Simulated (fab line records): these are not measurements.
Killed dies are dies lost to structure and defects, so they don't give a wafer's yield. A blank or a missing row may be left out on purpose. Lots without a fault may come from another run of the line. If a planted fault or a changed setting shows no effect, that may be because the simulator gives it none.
Which of the tools did it? / flow sfqLine / 15 lots, 45 wafers sampled, at 3 steps of a route of 325

WHAT EACH GAUGE READ, for each wafer
The record lacks any reading of a measuring or inspecting step that a usual standard deviation could be used to judge.

TOOL THAT RAN EACH LOT (tool first, then ch and the chambers of the sampled wafers, then the start)
lot=L449; SFQ_TRILAYER_I1_CMP_CMP_046=cmp-01 ch 0,1,3, day 22 04:59; SFQ_TRILAYER_I1_METRO_MEASURE_047=filmMetro-04, day 22 07:49; SFQ_TRILAYER_I1_VIA_ETCH_VIA_ETCH_052=rieDiel-03 ch 1,3, day 28 18:59
lot=L450; SFQ_TRILAYER_I1_CMP_CMP_046=cmp-02 ch 0,2,3, day 22 11:16; SFQ_TRILAYER_I1_METRO_MEASURE_047=filmMetro-01, day 22 13:35; SFQ_TRILAYER_I1_VIA_ETCH_VIA_ETCH_052=rieDiel-01 ch 0,1, day 29 00:59
lot=L451; SFQ_TRILAYER_I1_CMP_CMP_046=cmp-02 ch 1,2,3, day 22 19:05; SFQ_TRILAYER_I1_METRO_MEASURE_047=filmMetro-02, day 22 21:18; SFQ_TRILAYER_I1_VIA_ETCH_VIA_ETCH_052=rieDiel-03 ch 1,2,3, day 29 09:35
lot=L452; SFQ_TRILAYER_I1_CMP_CMP_046=cmp-02 ch 0,1,2, day 23 10:58; SFQ_TRILAYER_I1_METRO_MEASURE_047=filmMetro-01, day 23 14:05; SFQ_TRILAYER_I1_VIA_ETCH_VIA_ETCH_052=rieDiel-01 ch 0,1,2, day 30 01:02
lot=L453; SFQ_TRILAYER_I1_CMP_CMP_046=cmp-01 ch 0,2,3, day 25 00:40; SFQ_TRILAYER_I1_METRO_MEASURE_047=filmMetro-01, day 25 03:47; SFQ_TRILAYER_I1_VIA_ETCH_VIA_ETCH_052=rieDiel-01 ch 1,2,3, day 31 02:31
lot=L455; SFQ_TRILAYER_I1_CMP_CMP_046=cmp-01 ch 0,3, day 25 18:50; SFQ_TRILAYER_I1_METRO_MEASURE_047=filmMetro-01, day 25 21:57; SFQ_TRILAYER_I1_VIA_ETCH_VIA_ETCH_052=rieDiel-01 ch 0,1,3, day 31 12:07
lot=L457; SFQ_TRILAYER_I1_CMP_CMP_046=cmp-01 ch 0,2, day 26 20:39; SFQ_TRILAYER_I1_METRO_MEASURE_047=filmMetro-02, day 26 23:28; SFQ_TRILAYER_I1_VIA_ETCH_VIA_ETCH_052=rieDiel-03 ch 0,2,3, day 32 11:30
lot=L460; SFQ_TRILAYER_I1_CMP_CMP_046=cmp-01 ch 0,2,3, day 27 02:09; SFQ_TRILAYER_I1_METRO_MEASURE_047=filmMetro-04, day 27 05:16; SFQ_TRILAYER_I1_VIA_ETCH_VIA_ETCH_052=rieDiel-01 ch 1,2,3, day 32 17:30
lot=L461; SFQ_TRILAYER_I1_CMP_CMP_046=cmp-02 ch 0,1,2, day 27 03:21; SFQ_TRILAYER_I1_METRO_MEASURE_047=filmMetro-01, day 27 06:28; SFQ_TRILAYER_I1_VIA_ETCH_VIA_ETCH_052=rieDiel-03 ch 0,1,2, day 32 18:42
lot=L462; SFQ_TRILAYER_I1_CMP_CMP_046=cmp-01 ch 0,2, day 27 05:39; SFQ_TRILAYER_I1_METRO_MEASURE_047=filmMetro-02, day 27 08:28; SFQ_TRILAYER_I1_VIA_ETCH_VIA_ETCH_052=rieDiel-01 ch 0,2,3, day 32 21:06
lot=L463; SFQ_TRILAYER_I1_CMP_CMP_046=cmp-01 ch 0,2,3, day 27 08:39; SFQ_TRILAYER_I1_METRO_MEASURE_047=filmMetro-02, day 27 11:40; SFQ_TRILAYER_I1_VIA_ETCH_VIA_ETCH_052=rieDiel-04 ch 1,2,3, day 33 00:42
lot=L465; SFQ_TRILAYER_I1_CMP_CMP_046=cmp-01 ch 0,2,3, day 27 11:09; SFQ_TRILAYER_I1_METRO_MEASURE_047=filmMetro-02, day 27 14:28; SFQ_TRILAYER_I1_VIA_ETCH_VIA_ETCH_052=rieDiel-04 ch 1,2,3, day 33 03:06
lot=L467; SFQ_TRILAYER_I1_CMP_CMP_046=cmp-01 ch 0,2,3, day 27 14:39; SFQ_TRILAYER_I1_METRO_MEASURE_047=filmMetro-02, day 27 17:28; SFQ_TRILAYER_I1_VIA_ETCH_VIA_ETCH_052=rieDiel-01 ch 1,2,3, day 33 07:13
lot=L468; SFQ_TRILAYER_I1_CMP_CMP_046=cmp-02 ch 0,2,3, day 27 15:51; SFQ_TRILAYER_I1_METRO_MEASURE_047=filmMetro-01, day 27 18:28; SFQ_TRILAYER_I1_VIA_ETCH_VIA_ETCH_052=rieDiel-04 ch 0,1,3, day 33 08:25
lot=L470; SFQ_TRILAYER_I1_CMP_CMP_046=cmp-02 ch 1,2,3, day 27 21:21; SFQ_TRILAYER_I1_METRO_MEASURE_047=filmMetro-04, day 28 00:28; SFQ_TRILAYER_I1_VIA_ETCH_VIA_ETCH_052=rieDiel-01 ch 1,2,3, day 33 13:13
- SFQ_TRILAYER_I1_CMP_CMP_046: polishes SiO2.
- SFQ_TRILAYER_I1_METRO_MEASURE_047
- SFQ_TRILAYER_I1_VIA_ETCH_VIA_ETCH_052: etches SiO2 in CHF3, stops on Nb, target depth 260 nm.

AS READ BY THE TOOLS THEMSELVES (means over the sampled wafers that have a number; for cases with no such wafer, the mark the record gives instead)
SFQ_TRILAYER_I1_CMP_CMP_046.
lot=L449; tool=cmp-01; motorCurrentA (A)=10.3; timeToEndpointS (s)=217
lot=L450; tool=cmp-02; motorCurrentA (A)=11.1; timeToEndpointS (s)=208
lot=L451; tool=cmp-02; motorCurrentA (A)=9.6; timeToEndpointS (s)=218
lot=L452; tool=cmp-02; motorCurrentA (A)=10.4; timeToEndpointS (s)=217
lot=L453; tool=cmp-01; motorCurrentA (A)=10.0; timeToEndpointS (s)=222
lot=L455; tool=cmp-01; motorCurrentA (A)=10.4; timeToEndpointS (s)=221
lot=L457; tool=cmp-01; motorCurrentA (A)=11.3; timeToEndpointS (s)=207
lot=L460; tool=cmp-01; motorCurrentA (A)=10.4; timeToEndpointS (s)=216
lot=L461; tool=cmp-02; motorCurrentA (A)=11.1; timeToEndpointS (s)=212
lot=L462; tool=cmp-01; motorCurrentA (A)=11.1; timeToEndpointS (s)=227
lot=L463; tool=cmp-01; motorCurrentA (A)=10.6; timeToEndpointS (s)=211
lot=L465; tool=cmp-01; motorCurrentA (A)=10.4; timeToEndpointS (s)=213
lot=L467; tool=cmp-01; motorCurrentA (A)=10.2; timeToEndpointS (s)=214
lot=L468; tool=cmp-02; motorCurrentA (A)=11.0; timeToEndpointS (s)=219
lot=L470; tool=cmp-02; motorCurrentA (A)=9.5; timeToEndpointS (s)=212

SFQ_TRILAYER_I1_METRO_MEASURE_047.
lot=L449; tool=filmMetro-04; thkNm (nm)=200.3
lot=L450; tool=filmMetro-01; thkNm (nm)=199.1
lot=L451; tool=filmMetro-02; thkNm (nm)=199.6
lot=L452; tool=filmMetro-01; thkNm (nm)=199.4
lot=L453; tool=filmMetro-01; thkNm (nm)=201.0
lot=L455; tool=filmMetro-01; thkNm (nm)=199.2
lot=L457; tool=filmMetro-02; thkNm (nm)=200.0
lot=L460; tool=filmMetro-04; thkNm (nm)=200.9
lot=L461; tool=filmMetro-01; thkNm (nm)=201.1
lot=L462; tool=filmMetro-02; thkNm (nm)=200.0
lot=L463; tool=filmMetro-02; thkNm (nm)=210.5
lot=L465; tool=filmMetro-02; thkNm (nm)=209.7
lot=L467; tool=filmMetro-02; thkNm (nm)=206.1
lot=L468; tool=filmMetro-01; thkNm (nm)=200.3
lot=L470; tool=filmMetro-04; thkNm (nm)=200.3

SFQ_TRILAYER_I1_VIA_ETCH_VIA_ETCH_052.
lot=L449; tool=rieDiel-03; drypumpMotorCurrentA (A)=5.2; oesProductAu (a.u.)=0.853
lot=L450; tool=rieDiel-01; drypumpMotorCurrentA (A)=6.1; oesProductAu (a.u.)=0.852
lot=L451; tool=rieDiel-03; drypumpMotorCurrentA (A)=5.6; oesProductAu (a.u.)=0.856
lot=L452; tool=rieDiel-01; drypumpMotorCurrentA (A)=5.7; oesProductAu (a.u.)=0.848
lot=L453; tool=rieDiel-01; drypumpMotorCurrentA (A)=6.0; oesProductAu (a.u.)=0.859
lot=L455; tool=rieDiel-01; drypumpMotorCurrentA (A)=6.2; oesProductAu (a.u.)=0.854
lot=L457; tool=rieDiel-03; drypumpMotorCurrentA (A)=5.6; oesProductAu (a.u.)=0.854
lot=L460; tool=rieDiel-01; drypumpMotorCurrentA (A)=6.0; oesProductAu (a.u.)=0.856
lot=L461; tool=rieDiel-03; drypumpMotorCurrentA (A)=5.9; oesProductAu (a.u.)=0.854
lot=L462; tool=rieDiel-01; drypumpMotorCurrentA (A)=5.8; oesProductAu (a.u.)=0.855
lot=L463; tool=rieDiel-04; drypumpMotorCurrentA (A)=5.7; oesProductAu (a.u.)=0.882
lot=L465; tool=rieDiel-04; drypumpMotorCurrentA (A)=5.8; oesProductAu (a.u.)=0.876
lot=L467; tool=rieDiel-01; drypumpMotorCurrentA (A)=6.0; oesProductAu (a.u.)=0.868
lot=L468; tool=rieDiel-04; drypumpMotorCurrentA (A)=6.0; oesProductAu (a.u.)=0.856
lot=L470; tool=rieDiel-01; drypumpMotorCurrentA (A)=6.0; oesProductAu (a.u.)=0.861

THE ANSWER, worked out from the rows above alone
Rule: what is usual is taken from the lots themselves. The widest of any qualifying gaps counts: lots, ordered by their means at a reading, are off when they make up no more than a third of the lots, leave a main group of 4 or more, and stand apart from it by 3 or more times the standard deviation of that group's means. If all means in a main group match to the digits the tables above print for the reading, that group is not used. A lot without any number at a reading at which 4 lots or more have one is off too. All remaining lots with rows at the step are treated as sound. After the gauges, taken in route order, come the tools' own readings; for these a lot's mean is taken, as printed above. The first step at which some lot is off is used, and at that step the reading that is off furthest; a lot without a number counts as furthest.
Off: L463, L465, L467 (SFQ_TRILAYER_I1_METRO_MEASURE_047, thkNm). The main group: mean 200.1 nm, standard deviation 0.65.
A tool fits if, at that step or a process step before it, it ran every lot that is off, and no sound lot after the first of them. 2 tools fit, cmp-01 at SFQ_TRILAYER_I1_CMP_CMP_046 and filmMetro-02 at SFQ_TRILAYER_I1_METRO_MEASURE_047, so this cannot tell which one it is.

WHAT THE SIMULATOR PUT IN
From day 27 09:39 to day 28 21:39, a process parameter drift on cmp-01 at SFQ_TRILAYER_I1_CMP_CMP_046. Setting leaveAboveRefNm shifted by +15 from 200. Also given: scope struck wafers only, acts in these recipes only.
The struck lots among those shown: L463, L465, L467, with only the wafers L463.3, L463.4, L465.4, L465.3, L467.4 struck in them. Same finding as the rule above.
